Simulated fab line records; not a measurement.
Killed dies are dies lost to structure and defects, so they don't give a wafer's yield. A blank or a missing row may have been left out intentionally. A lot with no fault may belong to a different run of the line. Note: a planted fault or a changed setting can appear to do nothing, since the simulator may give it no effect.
Chamber matching | flow sfqLine | cmp-01 running SFQ_TRILAYER_I3_CMP_CMP_082: 4 sister chambers
The step polishes SiO2. 18 wafers are shown with their chamber, then 8 later ones without.

## WAFERS, EACH WITH ITS CHAMBER
wafer  | chamber | motorCurrentA (A) | timeToEndpointS (s)
L233.4 | 3       | 10.1              | 217
L233.1 | 1       | 10.2              | 215
L233.5 | 3       | 10.0              | 213
L234.1 | 2       | 10.0              | 207
L234.4 | 1       | 10.9              | 216
L234.6 | 2       | 10.0              | 213
L238.4 | 3       | 10.4              | 226
L238.5 | 3       | 10.0              | 227
L238.6 | 0       | 11.0              | 223
L240.3 | 1       | 10.2              | 218
L240.4 | 0       | 11.0              | 229
L240.6 | 2       | 9.4               | 224
L243.1 | 0       | 10.7              | 210
L243.2 | 1       | 10.4              | 220
L243.3 | 3       | 10.2              | 225
L244.1 | 2       | 9.9               | 214
L244.2 | 1       | 10.3              | 227
L244.3 | 0       | 10.6              | 215

SIGNATURES, as means of the wafers listed above
reading         | chamber 0 | chamber 1 | chamber 2 | chamber 3 | scatter within a chamber
motorCurrentA   | 10.825    | 10.400    | 9.825     | 10.140    | 0.243
timeToEndpointS | 219.25    | 219.20    | 214.50    | 221.60    | 6.59
Rule: a wafer's distance from a chamber is the root of the sum, over the readings, of the square of ((its reading less the chamber's mean) divided by the reading's scatter). The wafer belongs to the nearest chamber; if the next one is less than 2 further off, it can't be placed. The scatter is the square root of a quotient: the sum, over the shown wafers, of each reading's squared deviation from its chamber's mean, divided by wafers minus chambers.

## WAFERS MISSING THEIR CHAMBER
wafer  | motorCurrentA (A) | timeToEndpointS (s)
L253.3 | 10.9              | 214
L253.5 | 11.2              | 204
L253.6 | 10.5              | 216
L254.2 | 9.8               | 196
L254.3 | 9.9               | 226
L254.4 | 10.1              | 207
L255.3 | 10.7              | 225
L255.2 | 10.6              | 204

## WHICH CHAMBER EACH ONE RAN IN
wafer  | from the rows above               | in truth
L253.3 | can't be placed: 0 or 1           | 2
L253.5 | can't be placed: 0 or 1           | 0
L253.6 | can't be placed: 1 or 0 or 3      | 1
L254.2 | can't be placed: 2 or 3 or 1      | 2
L254.3 | can't be placed: 3 or 2 or 1      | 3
L254.4 | can't be placed: 2 or 3 or 1 or 0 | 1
L255.3 | can't be placed: 0 or 1 or 3      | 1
L255.2 | can't be placed: 1 or 0 or 3 or 2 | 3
Correct placement for 0 of the 8. Unplaceable from these rows: 8, with the true chamber sitting among the candidates in 7. Wrongly placed: 0.
